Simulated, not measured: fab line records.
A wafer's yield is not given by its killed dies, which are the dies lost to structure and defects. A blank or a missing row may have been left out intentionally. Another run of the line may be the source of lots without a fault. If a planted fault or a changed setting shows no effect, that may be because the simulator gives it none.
The same fault as seen by 2 desks ; flow sky130 ; only its own numbers are on each desk; what lay behind them is given at the end

## METROLOGY DESK
Lot by lot, what the gauges showed, no matter which tool ran the lot: averages of those sampled wafers that carry a number. The brackets show how far a lot's mean lies from the usual mean; more than 4 standard deviations puts the lot out of limits, marked OUT.
Columns: A = LOCAL_INTERCONNECT_TIN_RS at SKY_LOCAL_INTERCONNECT_RS_MEAS_01, usual 14.17 ohm/sq; B = LOCAL_INTERCONNECT_TIN_THK at SKY_LOCAL_INTERCONNECT_THK_MEAS_02, usual 99.4 nm; C = cd_nm at SKY_LOCAL_INTERCONNECT_CD_MEAS_11, usual 169.7 nm; D = LOCAL_INTERCONNECT_OVL at SKY_LOCAL_INTERCONNECT_OVL_MEAS_12, usual 0 nm
lot;first seen here;A;B;C;D
L749;day 30 17:48;14.13;99.4;168.4;-2
L747;day 30 19:41;14.24;99.1;168.8;-7
L756;day 33 11:25;14.23;99.8;173.1;-4
L757;day 33 11:34;14.13;100.0;170.0;0
L760;day 34 12:05;14.10;100.3;171.9;6
L764;day 35 13:19;14.07;99.6;171.7;-4
This desk found nothing out of limits on any of the 6 lots.

## TOOL OWNER'S DESK, rie_metal-01
The tool's own readings at SKY_LOCAL_INTERCONNECT_ETCH_13 (etches BARC in N2/H2, stops on SiO2, time 45.9 s, target depth 60 nm): means of the sampled wafers that have a number, for each lot that ran on this tool. The brackets show how far a lot's mean lies from the usual mean; more than 4 standard deviations puts the lot out of limits, marked OUT.
Columns: A = drypump_motor_current_A at SKY_LOCAL_INTERCONNECT_ETCH_13, usual 5.9 A; B = oes_product_au at SKY_LOCAL_INTERCONNECT_ETCH_13, usual 0.855 a.u.; C = throttle_valve_pct at SKY_LOCAL_INTERCONNECT_ETCH_13, usual 13.224 %
lot;first seen here;A;B;C
L749;day 31 21:34;5.4;0.856;13.218
L756;day 34 13:59;5.7;0.851;13.220
L760;day 35 14:17;5.8;0.855;13.223
This desk found nothing out of limits on any of the 3 lots.

## ALL TOGETHER
Metrology desk: nothing out of limits seen.
The tool owner's desk saw nothing out of limits.

## WHAT THE SIMULATOR HAD PUT IN
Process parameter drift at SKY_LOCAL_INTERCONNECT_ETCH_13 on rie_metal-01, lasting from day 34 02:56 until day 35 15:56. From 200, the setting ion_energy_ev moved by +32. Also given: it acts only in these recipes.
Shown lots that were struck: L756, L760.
